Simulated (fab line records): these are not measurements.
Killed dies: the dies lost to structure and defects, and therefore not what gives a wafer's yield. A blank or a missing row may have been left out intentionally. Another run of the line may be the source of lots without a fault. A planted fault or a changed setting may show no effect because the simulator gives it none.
Matching of chambers    flow sky130    SKY_VIA1_HDPCVD_00 on hdpcvd-01: 3 sister chambers
The step deposits SiO2, target thk 1030 nm, time 171.7 s. 18 wafers are shown with their chamber, then 8 later ones without.

== EACH WAFER AND ITS CHAMBER ==
wafer   chamber  pressure_mtorr (mTorr)
L687.1  0        6.030
L687.3  1        6.014
L687.5  0        5.996
L688.1  0        5.997
L688.2  1        5.993
L688.3  2        6.004
L691.2  0        6.007
L691.4  2        6.001
L691.6  0        6.012
L692.4  1        6.006
L692.5  2        5.998
L692.6  0        5.981
L694.1  1        5.993
L694.3  0        5.997
L694.5  0        5.999
L695.1  2        5.986
L695.5  0        6.014
L695.6  2        5.981

SIGNATURES (averages over the wafers above)
reading         chamber 0  chamber 1  chamber 2  scatter within a chamber
pressure_mtorr  6.00367    6.00150    5.99400    0.0123
Rule: distance of a wafer from a chamber = root of the sum over the readings of ((wafer's reading minus chamber's mean) / reading's scatter) squared. The wafer belongs to the nearest chamber; if the next one is less than 2 further off, it can't be placed. The scatter: take each reading less its chamber's mean, square it, sum over the shown wafers, divide by the number of wafers less the number of chambers, and take the root.

== WAFERS WITH NO CHAMBER GIVEN ==
wafer   pressure_mtorr (mTorr)
L696.1  5.980
L696.5  5.986
L704.2  6.015
L704.4  6.011
L704.6  5.994
L706.1  6.014
L706.4  5.983
L706.5  6.014

== THE CHAMBER EACH PASSED THROUGH ==
wafer   from the rows above           in truth
L696.1  can't be placed: 2 or 1 or 0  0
L696.5  can't be placed: 2 or 1 or 0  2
L704.2  can't be placed: 0 or 1 or 2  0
L704.4  can't be placed: 0 or 1 or 2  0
L704.6  can't be placed: 2 or 1 or 0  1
L706.1  can't be placed: 0 or 1 or 2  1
L706.4  can't be placed: 2 or 1 or 0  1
L706.5  can't be placed: 0 or 1 or 2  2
Placed correctly: 0 of 8. These rows do not allow placing 8 (true chamber among the candidates in 8). 0 placed wrongly.
